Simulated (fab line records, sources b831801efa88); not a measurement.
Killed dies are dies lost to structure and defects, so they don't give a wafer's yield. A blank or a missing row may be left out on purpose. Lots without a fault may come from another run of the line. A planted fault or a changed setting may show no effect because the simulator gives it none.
Which tool did it? | flow sky130 | 11 lots, 33 wafers sampled, at 1 step of a route of 708

WHAT THE GAUGES READ, wafer by wafer
SKY_POLY_GATE_THK_MEAS_01.
lot  | measured     | on            | POLY_GATE_CVD_00_THK (nm)
L538 | day 14 19:10 | film_metro-01 | 178.7 179.0 178.6
L540 | day 15 00:40 | film_metro-03 | 178.7 180.2 179.3
L539 | day 15 00:41 | film_metro-01 | 180.0 182.1 179.7
L545 | day 16 14:37 | film_metro-02 | 177.3 178.3 178.9
L546 | day 17 04:45 | film_metro-03 | 178.4 176.5 177.9
L548 | day 17 17:59 | film_metro-01 | 177.7 178.1 177.8
L551 | day 19 00:16 | film_metro-02 | 178.2 175.9 176.2
L554 | day 19 15:20 | film_metro-01 | 178.8 177.6 177.3
L556 | day 20 07:38 | film_metro-03 | 178.3 179.4 180.8
L557 | day 20 18:06 | film_metro-01 | 177.7 178.2 177.9
L559 | day 21 11:00 | film_metro-03 | 176.4 174.8 175.4

WHICH TOOL RAN EACH LOT (tool, then ch and the chambers of the sampled wafers, then the start)
The record holds no process step before these readings.

WHAT THE TOOLS THEMSELVES READ (means of the sampled wafers that have a number; where no wafer has one, the mark that the record gives instead)
The record holds no such reading with a usual standard deviation.

THE ANSWER, worked out from the rows above alone
Rule: what is usual is taken from the lots themselves. Put in order of their means at a reading, lots are off if they are a third of the lots or fewer, leave a main group of 4 or more, and stand apart from it by a gap of 3 or more times the standard deviation of the main group's means; of several such gaps the widest counts. A main group whose means are all the same, to the digits that the tables above print for the reading, isn't used. A lot without any number at a reading at which 4 lots or more have one is off too. The other lots that the step has rows for count as sound. The gauges are gone through in route order, then the tools' own readings, and for those a lot's mean is taken as printed above. The first step at which some lot is off is used, and at that step the reading that is off furthest; a lot without a number counts as furthest.
No lot is off at any reading shown: from this, nothing can be told.

WHAT THE SIMULATOR HAD PUT IN
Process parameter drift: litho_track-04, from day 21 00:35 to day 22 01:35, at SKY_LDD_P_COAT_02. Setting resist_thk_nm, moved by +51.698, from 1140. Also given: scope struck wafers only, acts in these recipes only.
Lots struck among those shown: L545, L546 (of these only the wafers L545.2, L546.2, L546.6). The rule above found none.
